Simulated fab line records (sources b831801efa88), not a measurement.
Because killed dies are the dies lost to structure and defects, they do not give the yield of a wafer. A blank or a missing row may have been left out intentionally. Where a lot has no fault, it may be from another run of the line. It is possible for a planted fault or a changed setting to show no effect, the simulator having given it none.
Comparing a struck lot with a sound one / flow sky130 / 15 out of 708 route steps
Sound: the wafers L630.1, L630.2, L630.4. Wafers L642.3, L642.5, L642.6 were the ones struck. The cause comes at the end.
At each step with rows: each side's tool, then ch and its chambers, then its first start. Under that, the readings that differ: sound wafers / struck wafers / difference of the means / sigmas: that difference in standard deviations of wafers without a fault.
alike: words and numbers the same on both sides, and readings whose means are apart by under 2 such deviations; not compared: readings that were withheld, readings missing a value for some wafer, numbers with overlapping values and no deviation given by the record, and bounds like >300 which may hide the same value.
Wherever a step has rows on one side only, a row that says differs or no value, or a row with sigmas, the two part there. When numbers do not overlap yet have no deviation, they are printed without sigmas and do not part them. Lack of a reading on every wafer of one side parts them only where that side has two or more wafers.

first, 7 steps without rows for these wafers: SKY_LDD_N_DEHYDRATE_00 (time 60 s); SKY_LDD_N_HMDS_01 (prime time 60 s); SKY_LDD_N_COAT_02 (resist thk 300 nm); SKY_LDD_N_SOFTBAKE_03 (time 60 s); SKY_LDD_N_EXPOSE_04 (exposes mask NTM, target cd 840 nm); SKY_LDD_N_PEB_05; SKY_LDD_N_DEVELOP_06 (develop time 60 s).
SKY_LDD_N_OVL_MEAS_07:
  struck on overlay-02, day 24 23:11; sound on overlay-02, day 21 12:58
  alike: LDD_N_OVL
then, 4 steps without rows for these wafers: SKY_LDD_N_IMPLANT_08; SKY_LDD_N_IMPLANT_09; SKY_LDD_N_IMPLANT_10; SKY_LDD_N_IMPLANT_11.
SKY_LDD_N_IMPLANT_12:
  sound on implanter-03 ch 0, day 21 13:35; struck on implanter-03 ch 0, day 24 23:52
reading=dose_ions_cm2; sound=4.997e+12 5.001e+12 4.996e+12; struck=8.599e+12 8.599e+12 8.598e+12; difference=+3.601e+12; sigmas=+99 or more
reading=faraday_current_uA; sound=28.4 27.7 28.5; struck=48.1 47.4 49.8; difference=+20.2; sigmas=+42
then, 1 step without rows for these wafers: SKY_LDD_N_IMPLANT_13.
-- a jump in the record: the struck wafers' starts before and after are 25 days apart (it breaks off in module LDD_N and resumes in module PAD_OPEN, where the first step shown is number 708 of the route) --
SKY_PAD_OPEN_PROBE_99:
  struck on prober-02, day 50 10:05; sound on prober-02, day 48 06:14
reading=killed_at_contacts; sound=33 33 37; struck=20 17 20; difference=-15; sigmas=-3
reading=killed_open; sound=56 51 66; struck=37 38 52; difference=-15; sigmas=-2
reading=model.etest.nfet_01v8_lvt.drive_ua_um; sound=548.8 555 545.7; struck=508.5 505.7 520.9; difference=-38.1; sigmas=
reading=model.etest.nfet_01v8.r_on_ohm_um; sound=846.1 855.6 855.4; struck=905.1 902.7 888.8; difference=+46.5; sigmas=
reading=model.etest.nfet_01v8.drive_ua_um; sound=480.5 485.6 474; struck=444.9 447.6 455.7; difference=-30.6; sigmas=
reading=model.etest.sram_nfet_pass.drive_ua_um; sound=481.1 488.1 467.2; struck=431.2 420.9 438.9; difference=-48.5; sigmas=
reading=model.etest.nfet_01v8_swapped.drive_ua_um; sound=481.6 486.7 476.5; struck=446.9 445.3 458.2; difference=-31.5; sigmas=
reading=model.etest.tip_n.rs_ohm_sq; sound=445.8 441.9 447.1; struck=447.9 451.7 448.5; difference=+4.4; sigmas=
reading=model.etest.nfet_01v8_lvt.vt_sat_v (V); sound=0.5482 0.5467 0.553; struck=0.6215 0.6223 0.6107; difference=+0.0689; sigmas=
reading=model.etest.sram_nfet_pass.vt_sat_v (V); sound=0.5689 0.5675 0.5831; struck=0.6377 0.6483 0.6181; difference=+0.0615; sigmas=
  alike: killed_at_M0_to_M3, killed_at_M4_up, killed_at_front_end, killed_at_other, killed_dies, killed_short

WHERE THEY PART
First at SKY_LDD_N_IMPLANT_12; last, within this record, at SKY_PAD_OPEN_PROBE_99.

WHY: what the simulator had put in
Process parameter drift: implanter-03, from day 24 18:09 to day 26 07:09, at SKY_LDD_N_IMPLANT_12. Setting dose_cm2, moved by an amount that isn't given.
